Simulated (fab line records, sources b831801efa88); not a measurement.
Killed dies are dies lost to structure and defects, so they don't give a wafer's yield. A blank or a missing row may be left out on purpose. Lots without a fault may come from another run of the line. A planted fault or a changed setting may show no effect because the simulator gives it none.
fab line records | flow sky130 | part 1 of 2: steps 1 to 26 of 36
record lots=5 wafers=15 last_day=50
route steps=708 shown DNWELL@44 PWDE@45 NWELL@56
lots that met no fault: from a run of the same line without faults
start_h: hours from the record's first day to the start of the lot's first wafer shown | wait_h: hours since the lot's step before | " the same as in the row above | L1.1+2: a row that stands for several wafers | - no value, or no start given | * or withheld: withheld | < > ~ a bound
route shown NAME@n: a module of which the file shows steps, and the number in the route of the first | usual: mean/standard deviation of fault-free wafers | same: alike in all rows | chamber/n: place in a boat | sites: the reading at each site | _std_site: their standard deviation | _edge_site: outer sites' mean less inner sites' | radius_mm: how far each site lies from the wafer's centre | mask NAME#n: copy n | behind: the tool/chamber that last shaped the wafer | hold: why the lot was held/for how many hours/how that ended | device: the transistor (n, p or np) that didn't switch | end of line: the same wafers' tests at the end of the route | a step without rows: its recipe alone | killed: dies lost to structure and defects at the first sort, not the wafer's yield | map: a wafer's dies, x killed, . not, _ none there
set.NAME: the setting as run; set.NAME@STEP: as run at that earlier step | model.NAME: the simulator's own value behind a step, which no gauge read
lots at some steps of the route; a table a step, a row a wafer
services: from which hour (start_h, from the record's first day; less than 0 if before it) a tool's chamber was out of use, for how many hours, and why
## steps
# step SKY_DNWELL_TW_MEAS_09
# usual DNWELL_TW=1115/11
# columns lot.wafer tool chamber start_h wait_h DNWELL_TW
L074.2 film_metro-02 - 75.07 0.1 1117
L074.4 " - " " 1114
L074.5 " - " " 1122
L078.2 film_metro-03 - 96.36 0.1 1101
L078.3 " - " " 1100
L078.6 " - " " 1104
L079.2 film_metro-02 - 96.96 0.1 1112
L079.3 " - " " 1119
L079.6 " - " " 1117
L093.2 film_metro-03 - 156.11 0.1 1108
L093.3 " - " " 1113
L093.6 " - " " 1111
L097.3 film_metro-02 - 177.97 0.1 1112
L097.4 " - " " 1112
L097.5 " - " " 1117
# step SKY_PWDE_DEHYDRATE_00
# recipe temp_c=200 time_s=60
# usual resist_line_temp_C=22.99/0.11
# columns lot.wafer tool chamber start_h wait_h resist_line_temp_C
L074.2 litho_track-01 0 82.68 7.6 22.99
L074.4 " 0 " " 23.11
L074.5 " 0 " " 23.07
L078.2 litho_track-02 0 104.23 7.9 22.87
L078.3 " 0 " " 22.88
L078.6 " 0 " " 22.58
L079.2 litho_track-03 0 104.62 7.7 23.08
L079.3 " 0 " " 23.04
L079.6 " 0 " " 23.06
L093.2 litho_track-01 0 165.93 9.8 23.02
L093.3 " 0 " " 22.81
L093.6 " 0 " " 22.86
L097.3 litho_track-03 0 187.34 9.4 23.10
L097.4 " 0 " " 23.28
L097.5 " 0 " " 22.99
# step SKY_PWDE_HMDS_01
# recipe prime_time_s=60 prime_temp_c=120
# usual resist_line_temp_C=23.01/0.12
# columns lot.wafer tool chamber start_h wait_h resist_line_temp_C
L074.2 litho_track-01 0 82.83 0.1 22.91
L074.4 " 0 " " 23.07
L074.5 " 0 " " 22.91
L078.2 litho_track-02 0 104.38 0.1 23.20
L078.3 " 0 " " 22.99
L078.6 " 0 " " 23.14
L079.2 litho_track-03 0 104.77 0.1 23.01
L079.3 " 0 " " 23.11
L079.6 " 0 " " 23.00
L093.2 litho_track-01 0 166.08 0.1 23.03
L093.3 " 0 " " 22.84
L093.6 " 0 " " 22.84
L097.3 litho_track-03 0 187.49 0.1 23.01
L097.4 " 0 " " 22.90
L097.5 " 0 " " 23.21
# step SKY_PWDE_COAT_02
# recipe spin_rpm=2000 resist_thk_nm=3000
# usual resist_line_temp_C=23.02/0.09
# columns lot.wafer tool chamber start_h wait_h resist_line_temp_C
L074.2 litho_track-01 0 82.98 0.1 23.01
L074.4 " 0 " " 23.11
L074.5 " 0 " " 23.17
L078.2 litho_track-02 0 104.53 0.1 22.98
L078.3 " 0 " " 23.14
L078.6 " 0 " " 22.99
L079.2 litho_track-03 0 104.92 0.1 23.09
L079.3 " 0 " " 23.00
L079.6 " 0 " " 23.15
L093.2 litho_track-01 0 166.23 0.1 22.96
L093.3 " 0 " " 23.09
L093.6 " 0 " " 22.97
L097.3 litho_track-03 0 187.64 0.1 22.92
L097.4 " 0 " " 23.11
L097.5 " 0 " " 23.14
# step SKY_PWDE_SOFTBAKE_03
# recipe temp_c=110 time_s=withheld
# usual resist_line_temp_C=23.02/0.098
# columns lot.wafer tool chamber start_h wait_h resist_line_temp_C
L074.2 litho_track-01 0 83.14 0.1 23.12
L074.4 " 0 " " 23.11
L074.5 " 0 " " 23.11
L078.2 litho_track-02 0 104.69 0.1 23.02
L078.3 " 0 " " 23.17
L078.6 " 0 " " 23.21
L079.2 litho_track-03 0 105.08 0.1 23.18
L079.3 " 0 " " 23.18
L079.6 " 0 " " 22.94
L093.2 litho_track-01 0 166.39 0.1 23.05
L093.3 " 0 " " 22.99
L093.6 " 0 " " 23.03
L097.3 litho_track-03 0 187.81 0.1 22.94
L097.4 " 0 " " 22.99
L097.5 " 0 " " 22.99
# step SKY_PWDE_EXPOSE_04
# recipe mask_id=PWDEM na=0.6 source_shape=conventional sigma_outer=0.6 polarization=unpolarized target_cd_nm=840 dose_mj=214
# usual focus_offset_nm=0.2/0.54 stage_vel_mm_s=500.02/0.25
# same na=0.6 sigma_outer=0.6
# columns lot.wafer tool chamber start_h wait_h mask focus_offset_nm stage_vel_mm_s
L074.2 iline_stepper-02 0 - - PWDEM#0 0.4 499.81
L074.4 " 0 " " PWDEM#0 0.8 499.98
L074.5 " 0 " " PWDEM#0 0.3 499.79
L078.2 iline_stepper-02 0 - - PWDEM#0 0.0 500.18
L078.3 " 0 " " PWDEM#0 0.3 500.18
L078.6 " 0 " " PWDEM#0 1.0 499.94
L079.2 iline_stepper-01 0 - - PWDEM#0 -1.2 500.45
L079.3 " 0 " " PWDEM#0 0.0 500.04
L079.6 " 0 " " PWDEM#0 0.1 499.91
L093.2 iline_stepper-01 0 - - PWDEM#0 -0.9 499.72
L093.3 " 0 " " PWDEM#0 0.3 499.60
L093.6 " 0 " " PWDEM#0 -0.1 500.22
L097.3 iline_stepper-01 0 - - PWDEM#0 1.1 499.92
L097.4 " 0 " " PWDEM#0 0.2 499.89
L097.5 " 0 " " PWDEM#0 0.7 500.11
# step SKY_PWDE_PEB_05
# recipe temp_c=115 time_s=withheld
# usual resist_line_temp_C=23.00/0.1
# columns lot.wafer tool chamber start_h wait_h resist_line_temp_C
L074.2 litho_track-01 0 - - 22.97
L074.4 " 0 " " 22.90
L074.5 " 0 " " 23.08
L078.2 litho_track-01 0 - - 22.96
L078.3 " 0 " " 23.13
L078.6 " 0 " " 23.04
L079.2 litho_track-01 0 - - 23.07
L079.3 " 0 " " 23.16
L079.6 " 0 " " 22.88
L093.2 litho_track-01 0 - - 23.09
L093.3 " 0 " " 23.06
L093.6 " 0 " " 23.12
L097.3 litho_track-01 0 - - 22.77
L097.4 " 0 " " 22.78
L097.5 " 0 " " 22.86
# step SKY_PWDE_DEVELOP_06
# recipe wall_angle_deg=90 developer=TMAH develop_time_s=60 dev_temp_c=23
# usual resist_line_temp_C=23.00/0.1
# columns lot.wafer tool chamber start_h wait_h resist_line_temp_C
L074.2 litho_track-01 0 - - 23.05
L074.4 " 0 " " 23.16
L074.5 " 0 " " 23.19
L078.2 litho_track-01 0 - - 23.03
L078.3 " 0 " " 23.10
L078.6 " 0 " " 22.90
L079.2 litho_track-01 0 - - 23.00
L079.3 " 0 " " 23.11
L079.6 " 0 " " 22.93
L093.2 litho_track-01 0 - - 23.06
L093.3 " 0 " " 23.02
L093.6 " 0 " " 23.03
L097.3 litho_track-01 0 - - 22.83
L097.4 " 0 " " 23.07
L097.5 " 0 " " 22.95
# step SKY_PWDE_OVL_MEAS_07
# usual PWDE_OVL=-0.7/1.5
# columns lot.wafer tool chamber start_h wait_h PWDE_OVL[nm]
L074.2 overlay-01 - 90.66 - 0.0
L074.4 " - " " -0.5
L074.5 " - " " 0.1
L078.2 overlay-01 - 113.66 - -2.2
L078.3 " - " " -1.3
L078.6 " - " " -1.7
L079.2 overlay-02 - 114.01 - -1.3
L079.3 " - " " -0.2
L079.6 " - " " -0.5
L093.2 overlay-02 - 176.86 - -2.1
L093.3 " - " " -1.8
L093.6 " - " " 0.5
L097.3 overlay-01 - 199.32 - -1.0
L097.4 " - " " 0.3
L097.5 " - " " 0.8
# step SKY_PWDE_IMPLANT_08
# recipe species=B energy_kev=150 dose_cm2=3.6e+12 tilt_deg=withheld
# columns lot.wafer tool chamber start_h wait_h
L074.2+4+5 implanter-01 0 90.72 0.0
L078.2+3+6 implanter-01 0 113.72 0.0
L079.2+3+6 implanter-02 0 114.07 0.0
L093.2+3+6 implanter-01 0 176.92 0.0
L097.3+4+5 implanter-03 0 199.39 0.1
# step SKY_PWDE_STRIP_09
# recipe chemistry=O2/N2 power_w=1400 pressure_mtorr=1500 platen_temp_c=withheld o2_flow_sccm=3000 n2_flow_sccm=300 overash_fraction=0.5
# usual chamber_pressure_mTorr=1499.9/1.4 drypump_motor_current_A=5.7/0.48 oes_product_au=0.723/0.0047 strip_time_to_endpoint_s=36.95/0.12
# columns lot.wafer tool chamber start_h wait_h chamber_pressure_mTorr drypump_motor_current_A oes_product_au rf_hours_counter_h strip_time_to_endpoint_s
L074.2 plasma_asher-03 1 90.84 0.1 1501.3 5.6 0.724 28 37.22
L074.4 " 1 " " 1499.4 5.6 0.733 - 37.16
L074.5 " 1 " " 1499.2 5.6 0.717 - 37.18
L078.2 plasma_asher-03 0 113.84 0.1 1497.8 6.2 0.731 30 36.76
L078.3 " 0 " " 1501.4 6.2 0.720 - 36.81
L078.6 " 1 " " 1497.7 5.6 0.722 - 36.84
L079.2 plasma_asher-01 1 114.19 0.1 1497.0 6.2 0.726 44 36.87
L079.3 " 1 " " 1497.0 6.2 0.721 - 36.80
L079.6 " 0 " " 1498.0 5.2 0.720 - 36.78
L093.2 plasma_asher-03 1 177.04 0.1 1498.3 5.6 0.725 37 37.11
L093.3 " 0 " " 1500.7 6.1 0.722 - 36.99
L093.6 " 1 " " 1500.1 5.6 0.722 - 37.12
L097.3 plasma_asher-01 1 199.52 0.1 1501.1 6.2 0.720 - 36.96
L097.4 " 0 " " 1497.9 5.3 0.725 - 36.92
L097.5 " 1 " " 1497.7 6.2 0.720 - 36.95
# step SKY_PWDE_TW_MEAS_10
# usual PWDE_TW=375/4.1
# columns lot.wafer tool chamber start_h wait_h PWDE_TW
L074.2 film_metro-03 - 90.95 0.1 370
L074.4 " - " " 372
L074.5 " - " " 370
L078.2 film_metro-03 - 113.95 0.1 372
L078.3 " - " " 370
L078.6 " - " " 370
L079.2 film_metro-02 - 114.30 0.1 374
L079.3 " - " " 371
L079.6 " - " " 373
L093.2 film_metro-04 - 177.15 0.1 377
L093.3 " - " " 378
L093.6 " - " " 379
L097.3 film_metro-02 - 199.61 0.1 373
L097.4 " - " " 373
L097.5 " - " " 373
# step SKY_NWELL_DEHYDRATE_03
# recipe temp_c=200 time_s=60
# usual resist_line_temp_C=22.98/0.11
# columns lot.wafer tool chamber start_h wait_h resist_line_temp_C
L074.2 litho_track-01 0 98.18 7.2 23.12
L074.4 " 0 " " 23.09
L074.5 " 0 " " 23.18
L078.2 litho_track-04 0 122.77 8.8 22.98
L078.3 " 0 " " 23.04
L078.6 " 0 " " 23.09
L079.2 litho_track-01 0 122.78 8.5 22.95
L079.3 " 0 " " 23.04
L079.6 " 0 " " 23.10
L093.2 litho_track-01 0 186.98 9.8 23.21
L093.3 " 0 " " 23.22
L093.6 " 0 " " 23.22
L097.3 litho_track-03 0 210.09 10.5 22.92
L097.4 " 0 " " 22.92
L097.5 " 0 " " 22.97
# step SKY_NWELL_HMDS_04
# recipe prime_time_s=60 prime_temp_c=120
# usual resist_line_temp_C=23.00/0.1
# columns lot.wafer tool chamber start_h wait_h resist_line_temp_C
L074.2 litho_track-01 0 98.33 0.1 23.24
L074.4 " 0 " " 23.02
L074.5 " 0 " " 23.00
L078.2 litho_track-04 0 122.92 0.1 22.92
L078.3 " 0 " " 22.91
L078.6 " 0 " " 23.05
L079.2 litho_track-01 0 122.93 0.1 22.96
L079.3 " 0 " " 23.00
L079.6 " 0 " " 22.96
L093.2 litho_track-01 0 187.13 0.1 23.04
L093.3 " 0 " " 22.98
L093.6 " 0 " " 23.13
L097.3 litho_track-03 0 210.24 0.1 23.06
L097.4 " 0 " " 23.01
L097.5 " 0 " " 23.21
# step SKY_NWELL_COAT_05
# recipe spin_rpm=2000 resist_thk_nm=3000
# usual resist_line_temp_C=22.98/0.11
# columns lot.wafer tool chamber start_h wait_h resist_line_temp_C
L074.2 litho_track-01 0 98.48 0.1 22.97
L074.4 " 0 " " 23.09
L074.5 " 0 " " 23.09
L078.2 litho_track-04 0 123.07 0.1 23.11
L078.3 " 0 " " 23.11
L078.6 " 0 " " 23.16
L079.2 litho_track-01 0 123.08 0.1 22.98
L079.3 " 0 " " 22.95
L079.6 " 0 " " 23.00
L093.2 litho_track-01 0 187.28 0.1 22.57
L093.3 " 0 " " 22.88
L093.6 " 0 " " 22.87
L097.3 litho_track-03 0 210.39 0.1 22.91
L097.4 " 0 " " 22.85
L097.5 " 0 " " 22.92
# step SKY_NWELL_SOFTBAKE_06
# recipe temp_c=110 time_s=withheld
# usual resist_line_temp_C=22.98/0.11
# columns lot.wafer tool chamber start_h wait_h resist_line_temp_C
L074.2 litho_track-01 0 98.64 0.1 22.90
L074.4 " 0 " " 22.81
L074.5 " 0 " " 23.09
L078.2 litho_track-04 0 123.23 0.1 23.15
L078.3 " 0 " " 23.02
L078.6 " 0 " " 23.15
L079.2 litho_track-01 0 123.24 0.1 23.05
L079.3 " 0 " " 22.97
L079.6 " 0 " " 23.08
L093.2 litho_track-01 0 187.44 0.1 22.94
L093.3 " 0 " " 23.07
L093.6 " 0 " " 22.81
L097.3 litho_track-03 0 210.56 0.1 22.81
L097.4 " 0 " " 22.85
L097.5 " 0 " " 22.79
# step SKY_NWELL_EXPOSE_07
# recipe mask_id=NWM na=0.6 source_shape=conventional sigma_outer=0.6 polarization=unpolarized target_cd_nm=840 dose_mj=255
# usual focus_offset_nm=0.0/0.54 stage_vel_mm_s=500.02/0.26
# same na=0.6 sigma_outer=0.6
# columns lot.wafer tool chamber start_h wait_h mask focus_offset_nm stage_vel_mm_s
L074.2 iline_stepper-02 0 - - NWM#0 0.1 499.88
L074.4 " 0 " " NWM#0 0.4 500.21
L074.5 " 0 " " NWM#0 -0.5 500.42
L078.2 iline_stepper-01 0 - - NWM#0 -1.0 500.01
L078.3 " 0 " " NWM#0 -0.8 500.12
L078.6 " 0 " " NWM#0 -1.2 500.07
L079.2 iline_stepper-02 0 - - NWM#0 0.0 500.15
L079.3 " 0 " " NWM#0 -0.3 499.97
L079.6 " 0 " " NWM#0 0.2 499.76
L093.2 iline_stepper-02 0 - - NWM#0 0.2 500.36
L093.3 " 0 " " NWM#0 0.4 500.08
L093.6 " 0 " " NWM#0 0.5 499.75
L097.3 iline_stepper-01 0 - - NWM#0 0.8 500.32
L097.4 " 0 " " NWM#0 0.3 500.12
L097.5 " 0 " " NWM#0 0.1 500.43
# step SKY_NWELL_PEB_08
# recipe temp_c=115 time_s=withheld
# usual resist_line_temp_C=22.99/0.1
# columns lot.wafer tool chamber start_h wait_h resist_line_temp_C
L074.2 litho_track-03 0 - - 23.18
L074.4 " 0 " " 23.07
L074.5 " 0 " " 23.05
L078.2 litho_track-03 0 - - 22.85
L078.3 " 0 " " 22.76
L078.6 " 0 " " 22.98
L079.2 litho_track-01 0 - - 23.02
L079.3 " 0 " " 23.03
L079.6 " 0 " " 22.84
L093.2 litho_track-03 0 - - 23.02
L093.3 " 0 " " 22.93
L093.6 " 0 " " 22.93
L097.3 litho_track-04 0 - - 22.85
L097.4 " 0 " " 22.92
L097.5 " 0 " " 22.94
# step SKY_NWELL_DEVELOP_09
# recipe wall_angle_deg=90 developer=TMAH develop_time_s=60 dev_temp_c=23
# usual resist_line_temp_C=23.01/0.1
# columns lot.wafer tool chamber start_h wait_h resist_line_temp_C
L074.2 litho_track-03 0 - - 22.99
L074.4 " 0 " " 23.00
L074.5 " 0 " " 23.16
L078.2 litho_track-03 0 - - 22.88
L078.3 " 0 " " 22.89
L078.6 " 0 " " 22.92
L079.2 litho_track-01 0 - - 23.16
L079.3 " 0 " " 23.17
L079.6 " 0 " " 22.97
L093.2 litho_track-03 0 - - 23.07
L093.3 " 0 " " 23.00
L093.6 " 0 " " 23.13
L097.3 litho_track-04 0 - - 23.12
L097.4 " 0 " " 22.99
L097.5 " 0 " " 23.16
# step SKY_NWELL_OVL_MEAS_10
# usual NWELL_00_OVL=0.5/1.2
# columns lot.wafer tool chamber start_h wait_h NWELL_00_OVL[nm]
L074.2 overlay-01 - 106.90 - 3.3
L074.4 " - " " -0.2
L074.5 " - " " 0.4
L078.2 overlay-01 - 133.05 - -1.2
L078.3 " - " " 0.4
L078.6 " - " " -0.1
L079.2 overlay-02 - 133.36 - 3.0
L079.3 " - " " 1.4
L079.6 " - " " 3.6
L093.2 overlay-01 - 198.55 - 3.8
L093.3 " - " " 3.3
L093.6 " - " " 1.2
L097.3 overlay-02 - 222.16 - -0.5
L097.4 " - " " 0.0
L097.5 " - " " -0.8
# step SKY_NWELL_IMPLANT_11
# recipe species=P energy_kev=400 dose_cm2=1.9e+13 tilt_deg=withheld
# columns lot.wafer tool chamber start_h wait_h
L074.2+4+5 implanter-04 0 106.96 0.0
L078.2+3+6 implanter-04 0 133.11 0.0
L079.2+3+6 implanter-03 0 133.42 0.0
L093.2+3+6 implanter-04 0 198.61 0.0
L097.3+4+5 implanter-03 0 222.29 0.1
# step SKY_NWELL_IMPLANT_12
# recipe species=P energy_kev=120 dose_cm2=1.3e+12 tilt_deg=withheld
# columns lot.wafer tool chamber start_h wait_h
L074.2+4+5 implanter-04 0 107.11 0.1
L078.2+3+6 implanter-04 0 133.26 0.1
L079.2+3+6 implanter-03 0 133.57 0.1
L093.2+3+6 implanter-04 0 198.76 0.1
L097.3+4+5 implanter-03 0 222.44 0.1
# step SKY_NWELL_IMPLANT_13
# recipe species=P energy_kev=50 dose_cm2=7e+11 tilt_deg=withheld
# columns lot.wafer tool chamber start_h wait_h
L074.2+4+5 implanter-04 0 107.26 0.1
L078.2+3+6 implanter-04 0 133.41 0.1
L079.2+3+6 implanter-03 0 133.72 0.1
L093.2+3+6 implanter-04 0 198.91 0.1
L097.3+4+5 implanter-03 0 222.59 0.1
# step SKY_NWELL_STRIP_14
# recipe chemistry=O2/N2 power_w=1400 pressure_mtorr=1500 platen_temp_c=withheld o2_flow_sccm=3000 n2_flow_sccm=300 overash_fraction=0.5
# usual chamber_pressure_mTorr=1500.1/1.3 drypump_motor_current_A=5.7/0.41 oes_product_au=0.722/0.0048 strip_time_to_endpoint_s=37.00/0.13
# columns lot.wafer tool chamber start_h wait_h chamber_pressure_mTorr drypump_motor_current_A oes_product_au rf_hours_counter_h strip_time_to_endpoint_s
L074.2 plasma_asher-03 1 107.38 0.1 1499.7 5.6 0.719 30 37.22
L074.4 " 0 " " 1497.7 6.2 0.729 - 37.12
L074.5 " 0 " " 1500.0 6.2 0.715 - 37.06
L078.2 plasma_asher-03 1 133.53 0.1 1502.0 5.6 0.715 32 36.77
L078.3 " 0 " " 1500.4 6.1 0.724 - 36.78
L078.6 " 0 " " 1499.2 6.1 0.728 - 36.83
L079.2 plasma_asher-01 0 133.84 0.1 1499.6 5.3 0.716 46 37.12
L079.3 " 0 " " 1498.0 5.3 0.726 - 37.11
L079.6 " 1 " " 1502.7 6.2 0.729 - 37.11
L093.2 plasma_asher-04 0 199.03 0.1 1500.9 5.2 0.724 54 37.15
L093.3 " 0 " " 1502.7 5.2 0.721 - 37.02
L093.6 " 1 " " 1498.0 6.0 0.722 - 37.04
L097.3 plasma_asher-04 0 222.72 0.1 1498.1 5.2 0.716 - 36.85
L097.4 " 1 " " 1499.0 6.0 0.720 - 36.91
L097.5 " 1 " " 1497.8 6.0 0.728 - 36.77
# step SKY_NWELL_TW_MEAS_15
# usual NWELL_TW=1825/19
# columns lot.wafer tool chamber start_h wait_h NWELL_TW
L074.2 film_metro-04 - 107.49 0.1 1849
L074.4 " - " " 1854
L074.5 " - " " 1852
L078.2 film_metro-03 - 133.64 0.1 1808
L078.3 " - " " 1813
L078.6 " - " " 1812
L079.2 film_metro-02 - 133.95 0.1 1813
L079.3 " - " " 1816
L079.6 " - " " 1811
L093.2 film_metro-03 - 199.14 0.1 1815
L093.3 " - " " 1818
L093.6 " - " " 1823
L097.3 film_metro-03 - 222.81 0.1 1800
L097.4 " - " " 1803
L097.5 " - " " 1802
# step SKY_NWELL_DEHYDRATE_16
# recipe temp_c=200 time_s=60
# usual resist_line_temp_C=23.01/0.1
# columns lot.wafer tool chamber start_h wait_h resist_line_temp_C
L074.2 litho_track-01 0 116.43 8.9 22.92
L074.4 " 0 " " 22.91
L074.5 " 0 " " 23.05
L078.2 litho_track-04 0 142.67 9.0 23.06
L078.3 " 0 " " 22.90
L078.6 " 0 " " 23.06
L079.2 litho_track-01 0 143.03 9.1 23.04
L079.3 " 0 " " 23.09
L079.6 " 0 " " 23.04
L093.2 litho_track-03 0 209.42 10.3 23.12
L093.3 " 0 " " 23.10
L093.6 " 0 " " 22.95
L097.3 litho_track-01 0 233.20 10.4 23.24
L097.4 " 0 " " 23.22
L097.5 " 0 " " 23.24
